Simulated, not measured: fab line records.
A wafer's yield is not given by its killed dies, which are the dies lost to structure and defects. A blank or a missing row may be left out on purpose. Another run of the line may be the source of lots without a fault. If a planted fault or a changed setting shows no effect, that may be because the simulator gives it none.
Which tool was responsible? -- flow gf180mcu -- Sampling: 6 lots, 18 wafers, 2 of 602 route steps

## WHAT THE GAUGES SHOWED, per wafer
GF_V3_THK_MEAS_03.
lot,measured,on,V3_CVD_02_THK (nm)
L627,day 22 14:13,film-metro-02,852 863 872
L630,day 23 10:19,film-metro-04,851 855 851
L632,day 24 04:07,film-metro-03,852 873 869
L634,day 24 18:32,film-metro-03,848 825 856
L640,day 26 19:35,film-metro-02,865 856 854
L646,day 29 03:28,film-metro-02,845 840 855

## WHAT TOOL EACH LOT RAN ON (gives the tool, then ch and the chambers of the sampled wafers, and finally the start)
lot,GF_V3_CVD_02
L627,"pecvd-01 ch 1,2, day 22 14:09"
L630,"pecvd-03 ch 0,1, day 23 10:14"
L632,"pecvd-01 ch 1,2, day 24 04:02"
L634,"pecvd-03 ch 1,2, day 24 18:27"
L640,"pecvd-02 ch 0,1, day 26 19:31"
L646,"pecvd-02 ch 0,2, day 29 03:24"
- GF_V3_CVD_02: deposits SiO2 from TEOS, target thk 850 nm, time 94.851 s.

## THE ANSWER, worked out from the rows above alone
Rule: what is usual is taken from the lots themselves. The widest of any qualifying gaps counts: lots, ordered by their means at a reading, are off when they make up no more than a third of the lots, leave a main group of 4 or more, and stand apart from it by 3 or more times the standard deviation of that group's means. A main group whose means are all the same, to the digits that the tables above print for the reading, isn't used. Also off: a lot with no number at a reading for which 4 or more lots have one. All remaining lots with rows at the step are treated as sound.
Across all readings shown, no lot is off: no conclusion can be drawn from this.

## WHAT WAS PUT IN BY THE SIMULATOR
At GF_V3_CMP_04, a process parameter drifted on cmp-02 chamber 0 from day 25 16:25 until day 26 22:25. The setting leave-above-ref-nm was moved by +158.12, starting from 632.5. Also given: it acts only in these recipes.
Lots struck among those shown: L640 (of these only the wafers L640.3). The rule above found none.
